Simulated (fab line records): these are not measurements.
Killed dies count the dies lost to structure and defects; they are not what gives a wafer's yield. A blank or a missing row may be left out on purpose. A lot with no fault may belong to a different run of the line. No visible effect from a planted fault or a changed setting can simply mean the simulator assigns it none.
Matching of chambers -- flow gf180mcu -- GF_V3_ETCH_16 on rie_diel-03: 4 sister chambers
The step etches BARC in N2/H2. 8 wafers are shown with their chamber, then 7 later ones without.

## WAFERS, EACH WITH ITS CHAMBER
wafer,chamber,drypump_motor_current_A (A),oes_product_au (a.u.)
L280.2,2,5.96,0.851
L283.2,2,5.96,0.851
L283.6,1,6.02,0.846
L294.5,1,6.02,0.849
L295.5,0,5.91,0.850
L295.6,3,6.29,0.863
L298.1,0,5.87,0.859
L298.3,3,6.29,0.852

## WAFERS WITH NO CHAMBER GIVEN
wafer,drypump_motor_current_A (A),oes_product_au (a.u.)
L298.4,6.29,0.850
L300.1,6.26,0.849
L300.5,6.00,0.850
L300.6,5.91,0.853
L302.2,6.00,0.862
L302.4,6.31,0.858
L302.5,6.00,0.863

## WHICH CHAMBER EACH ONE RAN IN
wafer,from the rows above,in truth
L298.4,3,3
L300.1,3,3
L300.5,can't be placed: 1 or 2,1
L300.6,0,0
L302.2,can't be placed: 1 or 2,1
L302.4,3,3
L302.5,can't be placed: 1 or 2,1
Correctly placed: 4 of 7. Unplaceable from these rows: 3, with the true chamber sitting among the candidates in 3. Wrongly placed: 0.
How it was worked out, from the rows above alone: a wafer's distance from a chamber is the root of the sum, over the readings, of the square of ((its reading less the chamber's mean) divided by the reading's scatter). The wafer belongs to the nearest chamber; if the next one is less than 2 further off, it can't be placed. Each chamber's mean is taken over the wafers shown for it. The scatter: the root of (the sum of the squares of (reading less its chamber's mean) over the shown wafers, divided by (wafers less chambers)).
